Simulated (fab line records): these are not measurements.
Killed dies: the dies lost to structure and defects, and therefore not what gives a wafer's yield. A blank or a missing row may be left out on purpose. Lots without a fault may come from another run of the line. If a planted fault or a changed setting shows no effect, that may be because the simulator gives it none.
Matching of chambers / flow gf180mcu / GF_CONTACT_CVD_02 on pecvd-01: 3 sister chambers
The step deposits SiO2 from TEOS, target thk 860 nm, time 95.992 s. 14 wafers are shown with their chamber, then 7 later ones without.

== WAFERS, EACH WITH ITS CHAMBER ==
wafer=L160.2; chamber=2; heaterPowerW (W)=696; rfFwdPowerW (W)=596.5
wafer=L160.5; chamber=1; heaterPowerW (W)=823; rfFwdPowerW (W)=593.8
wafer=L160.6; chamber=0; heaterPowerW (W)=897; rfFwdPowerW (W)=597.5
wafer=L167.1; chamber=2; heaterPowerW (W)=760; rfFwdPowerW (W)=594.7
wafer=L167.2; chamber=1; heaterPowerW (W)=852; rfFwdPowerW (W)=596.5
wafer=L167.3; chamber=0; heaterPowerW (W)=855; rfFwdPowerW (W)=597.6
wafer=L168.3; chamber=2; heaterPowerW (W)=756; rfFwdPowerW (W)=596.9
wafer=L168.4; chamber=1; heaterPowerW (W)=889; rfFwdPowerW (W)=594.6
wafer=L168.6; chamber=0; heaterPowerW (W)=713; rfFwdPowerW (W)=594.0
wafer=L175.1; chamber=2; heaterPowerW (W)=667; rfFwdPowerW (W)=596.2
wafer=L175.4; chamber=0; heaterPowerW (W)=839; rfFwdPowerW (W)=597.4
wafer=L175.5; chamber=1; heaterPowerW (W)=885; rfFwdPowerW (W)=592.0
wafer=L176.3; chamber=2; heaterPowerW (W)=808; rfFwdPowerW (W)=594.6
wafer=L176.4; chamber=0; heaterPowerW (W)=729; rfFwdPowerW (W)=597.0

SIGNATURES (means of the wafers above)
reading=heaterPowerW; chamber 0=806.60; chamber 1=862.25; chamber 2=737.40; scatter within a chamber=61.6
reading=rfFwdPowerW; chamber 0=596.700; chamber 1=594.225; chamber 2=595.780; scatter within a chamber=1.49
Rule: distance of a wafer from a chamber = root of the sum over the readings of ((wafer's reading minus chamber's mean) / reading's scatter) squared. The wafer belongs to the nearest chamber; if the next one is less than 2 further off, it can't be placed. The scatter: take each reading less its chamber's mean, square it, sum over the shown wafers, divide by the number of wafers less the number of chambers, and take the root.

== WAFERS WITH NO CHAMBER GIVEN ==
wafer=L176.5; heaterPowerW (W)=891; rfFwdPowerW (W)=595.7
wafer=L177.3; heaterPowerW (W)=776; rfFwdPowerW (W)=598.0
wafer=L177.4; heaterPowerW (W)=856; rfFwdPowerW (W)=597.4
wafer=L177.6; heaterPowerW (W)=761; rfFwdPowerW (W)=596.9
wafer=L181.3; heaterPowerW (W)=655; rfFwdPowerW (W)=597.6
wafer=L181.4; heaterPowerW (W)=917; rfFwdPowerW (W)=598.4
wafer=L181.6; heaterPowerW (W)=723; rfFwdPowerW (W)=598.1

== CHAMBER TAKEN BY EACH ==
wafer=L176.5; from the rows above=can't be placed: 1 or 0 or 2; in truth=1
wafer=L177.3; from the rows above=can't be placed: 0 or 2 or 1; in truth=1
wafer=L177.4; from the rows above=can't be placed: 0 or 1 or 2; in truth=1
wafer=L177.6; from the rows above=can't be placed: 0 or 2 or 1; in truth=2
wafer=L181.3; from the rows above=can't be placed: 2 or 0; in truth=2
wafer=L181.4; from the rows above=can't be placed: 0 or 1 or 2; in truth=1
wafer=L181.6; from the rows above=can't be placed: 2 or 0 or 1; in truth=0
0 of 7 placed correctly. Not placeable from these rows: 7 (in 7, the candidates include the true chamber). Wrongly placed: 0.
